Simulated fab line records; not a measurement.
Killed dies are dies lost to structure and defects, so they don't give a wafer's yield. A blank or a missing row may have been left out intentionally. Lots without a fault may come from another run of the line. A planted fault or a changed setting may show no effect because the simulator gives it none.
Code-filled problem report in 8D (eight disciplines) form | flow sky130 | the parts of the form that need people (team, actions taken, sign-off) are left out

## 1. PROBLEM STATEMENT
SKY_CAP2M_SPUTTER_02, chamber pressure pa: mean 0.3810 Pa over 1 wafer from 1 lot; wafers with no fault: 0.3999 Pa, standard deviation 0.0008. That is -24 standard deviations from the usual mean.
The step: material TiN, target thk 200 nm, time 166.7 s.
Seen first at day 41 06:53 on pvd sputter-01, wafer L234.2. Wafers with a number at this step in the record: 39, from 13 lots. By rule, "out" or "out of limits" means more than 4 standard deviations away from the usual mean. The rest of the wafers with a number are treated as sound.

## 2. WHAT IT IS, AND WHAT IT ISN'T
question                    | is                  | is not
which readings at this step | chamber pressure pa | throttle valve pct
which lots                  | L234                | L230, L232, L233, L238, L243, L244, L245, L246, L247, L249, L250, L251
which wafers of those lots  | L234.2              | L234.5, L234.6
read on which tools         | pvd sputter-01      | pvd sputter-02, pvd sputter-04
when                        | from day 41 06:53   | up to then (11 sound wafers); but 27 sound wafers of L238, L243, L244, L245, L246, L247, L249, L250, L251 came after

## 3. WHAT RULES OUT EACH SUSPECT
Counting: a tool at a process step up to the reading stays a suspect if it ran every lot that is out. Sound lots after the first of them don't rule it out here, since some wafers of a struck lot are sound.
- pvd sputter-03 at SKY_VIA2_SPUTTER_20 (material TiN, target thk 20 nm, time 80 s): kept. L234, the lot that is out, went through it at day 38 00:02; up to then, the latest sound lot through it was L233 at day 37 22:43.
- pvd sputter-01 at SKY_CAP2M_SPUTTER_02 (material TiN, target thk 200 nm, time 166.7 s): kept. L234, the lot that is out, went through it at day 41 06:53; up to then, the latest sound lot through it was L233 at day 41 06:34. On those wafers its own readings are out: chamber pressure pa.
The count leaves pvd sputter-01 at SKY_CAP2M_SPUTTER_02 and pvd sputter-03 at SKY_VIA2_SPUTTER_20.

## 4. THE CAUSE (what the simulator had put in)
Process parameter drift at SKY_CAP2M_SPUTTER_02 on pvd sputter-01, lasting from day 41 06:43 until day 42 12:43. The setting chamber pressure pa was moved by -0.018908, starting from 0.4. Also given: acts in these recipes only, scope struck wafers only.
2 suspects survive the count, and this tool is in that group.

## 5. THE EFFECT CHAIN, in route order
Each row: a reading where the mean over the struck wafers with a number is more than 3 standard deviations away from the usual. Only readings for which the record gives a usual standard deviation are gone through. hours: the time from each lot's start at the first step in this table that gives one to its start at this step, as a median over the lots. sigmas: the change in usual standard deviations.
hours | step                 | reading             | usual     | on struck wafers | change  | sigmas
0     | SKY_CAP2M_SPUTTER_02 | chamber pressure pa | 0.3999 Pa | 0.3810           | -0.0189 | -24
The process steps in it:
- SKY_CAP2M_SPUTTER_02: material TiN, target thk 200 nm, time 166.7 s.
Later steps that measure or inspect, where all struck wafers having a row at the step show a number for every such reading and not one has moved that far: SKY_VIA4_BOW_MEAS_03.

## 6. WHAT WOULD HAVE CAUGHT IT SOONER
First out-of-limits reading in this record: day 41 06:53, which is 0 hours after fault onset at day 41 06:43.
